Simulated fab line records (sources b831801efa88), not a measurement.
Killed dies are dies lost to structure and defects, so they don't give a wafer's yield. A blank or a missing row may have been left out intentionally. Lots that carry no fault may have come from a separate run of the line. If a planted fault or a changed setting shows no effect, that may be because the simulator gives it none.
The same fault as seen by 2 desks ; flow gf180mcu ; every desk sees just its own numbers, and what lay behind them comes last

## AT THE METROLOGY DESK
Lot by lot, what the gauges showed, no matter which tool ran the lot: averages of those sampled wafers that carry a number. A lot is out of limits, marked OUT, if its mean lies more than 4 standard deviations from the usual mean; the brackets give that distance.
Columns: A = V4_CVD_02_THK at GF_V4_THK_MEAS_03, usual 848 nm; B = cd-nm at GF_V4_CD_MEAS_14, usual 260.3 nm; C = V4_W_RS at GF_V4_RS_MEAS_24, usual 0.330 ohm/sq; D = V4_W_THK at GF_V4_THK_MEAS_25, usual 337 nm
lot;first seen here;A;B;C;D
L845;day 24 05:19;848;260.6;0.332;333
L846;day 24 18:07;852;260.4;0.580 (+50) OUT;218 (-22) OUT
L848;day 25 09:16;852;258.5;0.574 (+49) OUT;219 (-22) OUT
L857;day 28 09:53;844;258.0;0.335;333
L858;day 28 15:10;847;261.7;0.327;343
L859;day 28 19:22;856;259.8;0.331;340
L860;day 28 23:25;848;260.6;0.331;338
L861;day 29 04:49;840;260.2;0.333;335
L862;day 29 15:28;849;260.7;0.328;338
L865;day 30 06:44;834;259.1;0.325;344
L866;day 30 14:46;846;261.9;0.326;345
This desk reports L846, L848 out of limits; the earliest was L846 at day 25 17:01 (V4_W_RS at GF_V4_RS_MEAS_24). Within limits: L845, L857, L858, L859, L860, L861, L862, L865, L866.

## THE TOOL OWNER'S DESK: cvd-w-01
The tool's own readings at GF_V4_CVD_23 (deposits W, target thk 350 nm, time 104.9 s): means of the sampled wafers that have a number, for each lot that ran on this tool. A lot is out of limits, marked OUT, if its mean lies more than 4 standard deviations from the usual mean; the brackets give that distance.
Columns: A = heater-power-w at GF_V4_CVD_23, usual 1012 W
lot;first seen here;A
L845;day 25 04:31;1054
L846;day 25 16:53;998
L848;day 26 07:34;1021
L857;day 29 06:31;1016
L859;day 29 15:59;1123
L860;day 29 19:52;1005
L861;day 30 00:54;1102
L862;day 30 11:14;1003
This desk's verdict: no lot among the 8 shows anything out of limits.

## BROUGHT TOGETHER
L846, L848 would have let the metrology desk raise an alarm at day 25 17:01.
The desk of the tool owner found nothing out of limits.
The tool owner's desk has L846, L848 on record, within its limits.
Of the lots named, all ran GF_V4_CVD_23 on cvd-w-01.

## WHAT THE SIMULATOR HAD PUT IN
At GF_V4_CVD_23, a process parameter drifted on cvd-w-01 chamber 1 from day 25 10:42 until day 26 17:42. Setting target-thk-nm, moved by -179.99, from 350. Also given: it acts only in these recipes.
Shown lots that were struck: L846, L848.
Per desk, hours elapsed from the start of the fault to the first reading out of limits: for the metrology desk, 6.
